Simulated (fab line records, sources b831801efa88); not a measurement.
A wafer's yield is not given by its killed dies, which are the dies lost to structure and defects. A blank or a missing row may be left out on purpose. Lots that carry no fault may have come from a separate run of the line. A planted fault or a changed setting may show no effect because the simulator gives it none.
Chamber matching | flow sfq_line | 4 sister chambers for SFQ_TRILAYER_I1_VIA_ETCH_VIA_ETCH_052 on rie_diel-03
The step etches SiO2 in CHF3, stops on Nb, target depth 260 nm. 16 wafers are shown with their chamber, then 7 later ones without.

WAFERS, EACH WITH ITS CHAMBER
wafer  | chamber | drypump_motor_current_A (A) | oes_product_au (a.u.)
L495.1 | 1       | 6.0                         | 0.852
L495.2 | 3       | 5.7                         | 0.862
L495.3 | 2       | 5.4                         | 0.861
L496.1 | 3       | 5.8                         | 0.842
L496.2 | 0       | 6.4                         | 0.853
L496.3 | 1       | 6.0                         | 0.851
L497.1 | 3       | 5.8                         | 0.850
L497.4 | 1       | 6.0                         | 0.847
L497.5 | 2       | 5.4                         | 0.852
L499.1 | 2       | 5.4                         | 0.849
L499.3 | 3       | 5.8                         | 0.853
L499.4 | 0       | 6.5                         | 0.849
L500.2 | 1       | 6.0                         | 0.856
L500.4 | 3       | 5.8                         | 0.848
L500.5 | 3       | 5.8                         | 0.845
L501.2 | 0       | 6.5                         | 0.849

SIGNATURES, as means of the wafers listed above
reading                 | chamber 0 | chamber 1 | chamber 2 | chamber 3 | scatter within a chamber
drypump_motor_current_A | 6.467     | 6.000     | 5.400     | 5.783     | 0.0354
oes_product_au          | 0.85033   | 0.85150   | 0.85400   | 0.85000   | 0.0056
Rule: for a wafer and a chamber, the distance is found by dividing, reading by reading, the gap between the wafer's reading and the chamber's mean by the reading's scatter, squaring, summing and taking the root. The wafer belongs to the nearest chamber; if the next one is less than 2 further off, it can't be placed. The scatter: the root of (the sum of the squares of (reading less its chamber's mean) over the shown wafers, divided by (wafers less chambers)).

WAFERS WITHOUT THEIR CHAMBER
wafer  | drypump_motor_current_A (A) | oes_product_au (a.u.)
L501.4 | 5.4                         | 0.853
L501.5 | 6.0                         | 0.860
L505.2 | 6.0                         | 0.852
L505.5 | 5.4                         | 0.852
L510.2 | 5.7                         | 0.856
L510.4 | 6.0                         | 0.850
L510.6 | 5.4                         | 0.850

THE CHAMBER EACH PASSED THROUGH
wafer  | from the rows above | in truth
L501.4 | 2                   | 2
L501.5 | 1                   | 1
L505.2 | 1                   | 1
L505.5 | 2                   | 2
L510.2 | 3                   | 3
L510.4 | 1                   | 1
L510.6 | 2                   | 2
Placed correctly: 7 of 7. Number that these rows cannot place: 0. Wrongly placed: 0.
